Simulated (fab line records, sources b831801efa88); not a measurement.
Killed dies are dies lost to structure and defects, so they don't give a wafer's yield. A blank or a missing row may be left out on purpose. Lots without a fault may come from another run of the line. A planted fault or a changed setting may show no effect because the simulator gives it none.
Chamber matching | flow sfq_line | SFQ_TRILAYER_I3_CMP_CMP_082 on cmp-01: 4 sister chambers
The step polishes SiO2. 16 wafers are shown with their chamber, then 8 later ones without.

WAFERS WITH THEIR CHAMBER
wafer  | chamber | motor_current_A (A) | time_to_endpoint_s (s)
L629.4 | 3       | 9.9                 | 226
L629.2 | 1       | 9.2                 | 233
L629.6 | 0       | 11.0                | 229
L630.1 | 3       | 9.4                 | 203
L630.2 | 1       | 10.1                | 225
L630.4 | 2       | 10.4                | 218
L638.3 | 0       | 10.9                | 208
L638.2 | 2       | 10.4                | 232
L638.6 | 0       | 10.7                | 224
L640.3 | 0       | 10.9                | 220
L640.2 | 3       | 9.8                 | 204
L640.4 | 2       | 10.0                | 227
L643.2 | 2       | 10.3                | 226
L643.4 | 0       | 10.4                | 226
L643.6 | 2       | 9.6                 | 228
L646.2 | 3       | 9.4                 | 215

SIGNATURES (means of the wafers above)
reading            | chamber 0 | chamber 1 | chamber 2 | chamber 3 | scatter within a chamber
motor_current_A    | 10.780    | 9.650     | 10.140    | 9.625     | 0.331
time_to_endpoint_s | 221.40    | 229.00    | 226.20    | 212.00    | 7.93
Rule: a wafer's distance from a chamber is the root of the sum, over the readings, of the square of ((its reading less the chamber's mean) divided by the reading's scatter). The wafer belongs to the nearest chamber; if the next one is less than 2 further off, it can't be placed. The scatter: the root of (the sum of the squares of (reading less its chamber's mean) over the shown wafers, divided by (wafers less chambers)).

WAFERS WITHOUT THEIR CHAMBER
wafer  | motor_current_A (A) | time_to_endpoint_s (s)
L646.1 | 10.0                | 223
L646.3 | 10.3                | 207
L650.2 | 10.5                | 207
L650.4 | 9.7                 | 224
L650.5 | 10.6                | 209
L651.2 | 10.5                | 211
L651.3 | 9.6                 | 211
L651.6 | 9.5                 | 206

WHICH CHAMBER EACH WENT THROUGH
wafer  | from the rows above               | in truth
L646.1 | can't be placed: 2 or 1 or 3 or 0 | 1
L646.3 | can't be placed: 3 or 0 or 2 or 1 | 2
L650.2 | can't be placed: 0 or 2 or 3 or 1 | 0
L650.4 | can't be placed: 1 or 2 or 3      | 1
L650.5 | can't be placed: 0 or 2 or 3      | 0
L651.2 | can't be placed: 0 or 2 or 3 or 1 | 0
L651.3 | 3                                 | 3
L651.6 | 3                                 | 3
Placed correctly: 2 of 8. Can't be placed from these rows: 6 (the true chamber is among the candidates in 6). Placed wrongly: 0.
